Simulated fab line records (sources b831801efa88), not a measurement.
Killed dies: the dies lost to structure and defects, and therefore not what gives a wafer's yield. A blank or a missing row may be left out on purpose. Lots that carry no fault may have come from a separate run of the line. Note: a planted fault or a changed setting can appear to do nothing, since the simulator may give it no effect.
Chamber matching || flow sfq_line || cmp-02 running SFQ_TRILAYER_I7_CMP_CMP_184: 4 sister chambers
The step polishes SiO2. 4 wafers are shown with their chamber, then 8 later ones without.

== WAFERS WITH THEIR CHAMBER ==
{"wafer": "L657.3", "chamber": 2, "motor_current_A (A)": 9.7}
{"wafer": "L658.3", "chamber": 1, "motor_current_A (A)": 8.9}
{"wafer": "L658.4", "chamber": 0, "motor_current_A (A)": 9.3}
{"wafer": "L658.2", "chamber": 3, "motor_current_A (A)": 10.6}

== WAFERS WHOSE CHAMBER IS MISSING ==
{"wafer": "L659.1", "motor_current_A (A)": 9.7}
{"wafer": "L659.2", "motor_current_A (A)": 10.3}
{"wafer": "L659.6", "motor_current_A (A)": 10.8}
{"wafer": "L660.3", "motor_current_A (A)": 9.2}
{"wafer": "L660.6", "motor_current_A (A)": 10.1}
{"wafer": "L662.3", "motor_current_A (A)": 11.0}
{"wafer": "L662.6", "motor_current_A (A)": 10.3}
{"wafer": "L663.6", "motor_current_A (A)": 11.6}

== CHAMBER TAKEN BY EACH ==
{"wafer": "L659.1", "from the rows above": "can't be placed: 2 or 0 or 1", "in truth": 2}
{"wafer": "L659.2", "from the rows above": "can't be placed: 3 or 2 or 0", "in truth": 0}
{"wafer": "L659.6", "from the rows above": 3, "in truth": 3}
{"wafer": "L660.3", "from the rows above": "can't be placed: 0 or 1 or 2", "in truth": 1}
{"wafer": "L660.6", "from the rows above": "can't be placed: 2 or 3 or 0 or 1", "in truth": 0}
{"wafer": "L662.3", "from the rows above": 3, "in truth": 3}
{"wafer": "L662.6", "from the rows above": "can't be placed: 3 or 2 or 0", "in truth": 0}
{"wafer": "L663.6", "from the rows above": 3, "in truth": 3}
Correct placement for 3 of the 8. Can't be placed from these rows: 5 (the true chamber is among the candidates in 5). Number placed wrongly: 0.
How it was worked out, from the rows above alone: a wafer's distance from a chamber is the root of the sum, over the readings, of the square of ((its reading less the chamber's mean) divided by the reading's scatter). The wafer belongs to the nearest chamber; if the next one is less than 2 further off, it can't be placed. Each chamber's mean is taken over the wafers shown for it. The scatter (one wafer shown for each chamber): square how far every hidden wafer sits from the nearest shown wafer, average those squares and take the square root.
